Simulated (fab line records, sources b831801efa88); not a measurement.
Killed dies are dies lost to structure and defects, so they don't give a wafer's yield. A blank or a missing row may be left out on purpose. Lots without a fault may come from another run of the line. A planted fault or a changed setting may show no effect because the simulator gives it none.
A struck lot beside a sound one | flow sky130 | 16 steps out of a route of 708
Sound: wafers L596.1, L596.2, L596.5. Struck: wafers L601.3, L601.4, L601.5. The cause comes at the end.
At each step with rows: each side's tool, then ch and its chambers, then its first start. Under that, the readings that differ: sound wafers | struck wafers | difference of the means | sigmas: that difference in standard deviations of wafers without a fault.
alike: readings whose means differ by less than 2 such deviations, and words and numbers that are the same on both sides. not compared: withheld readings, readings that some wafer has no value for, bounds like >300 that may hide the same value, and numbers for which the record gives no deviation and whose values overlap.
The two part at a step that has a row with sigmas, a row that says differs or no value, or rows on one side only. Numbers that don't overlap but have no deviation are shown without sigmas and don't part them. A reading that every wafer of one side lacks parts them only if that side has two wafers or more.

first, 1 step without rows for these wafers: SKY_VT_ADJUST_LVTN_IMPLANT_19.
SKY_VT_ADJUST_LVTN_STRIP_20: strips in O2/N2.
  sound on plasma_asher-02 ch 0,1, day 9 07:04; struck on plasma_asher-01 ch 0,1, day 10 22:25
  alike: drypump_motor_current_A, oes_product_au, strip_time_to_endpoint_s
  not compared: rf_hours_counter_h
SKY_VT_ADJUST_LVTN_TW_MEAS_21:
  sound on film_metro-04, day 9 07:10; struck on film_metro-04, day 10 22:31
  alike: VT_ADJUST_LVTN_2_TW
then, 7 steps without rows for these wafers: SKY_VT_ADJUST_NCORE_DEHYDRATE_00 (time 60 s); SKY_VT_ADJUST_NCORE_HMDS_01 (prime time 60 s); SKY_VT_ADJUST_NCORE_COAT_02 (resist thk 1140 nm); SKY_VT_ADJUST_NCORE_SOFTBAKE_03 (time 60 s); SKY_VT_ADJUST_NCORE_EXPOSE_04 (exposes mask LVTN COMPLEMENT THIN, target cd 380 nm); SKY_VT_ADJUST_NCORE_PEB_05; SKY_VT_ADJUST_NCORE_DEVELOP_06 (develop time 60 s).
SKY_VT_ADJUST_NCORE_CD_MEAS_07: target cd 380 nm.
  sound on cd_sem-01, day 10 05:12; struck on cd_sem-02, day 11 22:12
  reading    | sound             | struck            | difference | sigmas
  cd_nm (nm) | 377.4 378.9 378.5 | 386.3 386.2 384.6 | +7.4       | +3
SKY_VT_ADJUST_NCORE_OVL_MEAS_08:
  sound on overlay-02, day 10 05:19; struck on overlay-02, day 11 22:17
  alike: VT_ADJUST_NCORE_OVL
SKY_VT_ADJUST_NCORE_IMPLANT_09:
  sound on implanter-01 ch 0, day 10 05:21; struck on implanter-01 ch 0, day 11 22:22
  reading            | sound                            | struck                           | difference  | sigmas
  dose_ions_cm2      | 2.3975e+12 2.4016e+12 2.3976e+12 | 2.0618e+12 2.0653e+12 2.0624e+12 | -3.3573e+11 | -99 or more
  faraday_current_uA | 13.74 13.57 13.73                | 11.68 11.62 11.70                | -2.01       | -7
SKY_VT_ADJUST_NCORE_STRIP_10: strips in O2/N2.
  sound on plasma_asher-02 ch 0,1, day 10 05:30; struck on plasma_asher-02 ch 0,1, day 11 22:30
  alike: drypump_motor_current_A, oes_product_au, strip_time_to_endpoint_s
  not compared: rf_hours_counter_h
SKY_VT_ADJUST_NCORE_TW_MEAS_11:
  sound on film_metro-01, day 10 05:36; struck on film_metro-02, day 11 22:49
  reading            | sound             | struck            | difference | sigmas
  VT_ADJUST_NCORE_TW | 221.8 221.0 222.4 | 207.4 207.0 207.9 | -14.3      | -6
  not compared: hold
-- the record jumps here: 37 days lie between the struck wafers' starts before and after (it left off in module VT_ADJUST_NCORE and takes up again in module PAD_OPEN, whose first step shown is number 708 of the route) --
SKY_PAD_OPEN_PROBE_99:
  sound on prober-01, day 47 07:26; struck on prober-01, day 48 17:43
  reading                                    | sound                        | struck                       | difference | sigmas
  model.etest.nfet_16v.r_on_ohm_um           | 1.41e+04 1.407e+04 1.401e+04 | 1.338e+04 1.328e+04 1.34e+04 | -7.067e+02 |
  model.etest.pfet_g5v0d10v5.r_on_ohm_um     | 4697 4634 4664               | 4912 4812 4914               | +214       |
  model.etest.res_pwell_under_gate.rs_ohm_sq | 2270 2264 2262               | 2340 2331 2330               | +68        |
  model.etest.nfet_g5v0d10v5.r_on_ohm_um     | 1869 1861 1874               | 1849 1812 1844               | -33        |
  model.etest.nfet_g5v0d10v5.drive_ua_um     | 606.4 608.1 606.6            | 621.6 627.2 627.5            | +18.4      |
  model.etest.pfet_g5v0d10v5.drive_ua_um     | 343.9 348.6 346.7            | 328.4 330.6 326.6            | -17.9      |
  model.etest.pfet_16v.drive_ua_um           | 243.5 248.3 248.1            | 234.1 240.4 236.4            | -9.7       |
  model.etest.nfet_16v.drive_ua_um           | 222.3 223.7 225.1            | 233.1 238 235.1              | +11.7      |
  alike: killed_at_M0_to_M3, killed_at_M4_up, killed_at_contacts, killed_at_front_end, killed_at_other, killed_dies, killed_open, killed_short

WHERE THEY PART
First at SKY_VT_ADJUST_NCORE_CD_MEAS_07; last, within this record, at SKY_VT_ADJUST_NCORE_TW_MEAS_11. Later steps at which nothing parts them and some readings are alike: SKY_PAD_OPEN_PROBE_99.

WHY: what the simulator had put in
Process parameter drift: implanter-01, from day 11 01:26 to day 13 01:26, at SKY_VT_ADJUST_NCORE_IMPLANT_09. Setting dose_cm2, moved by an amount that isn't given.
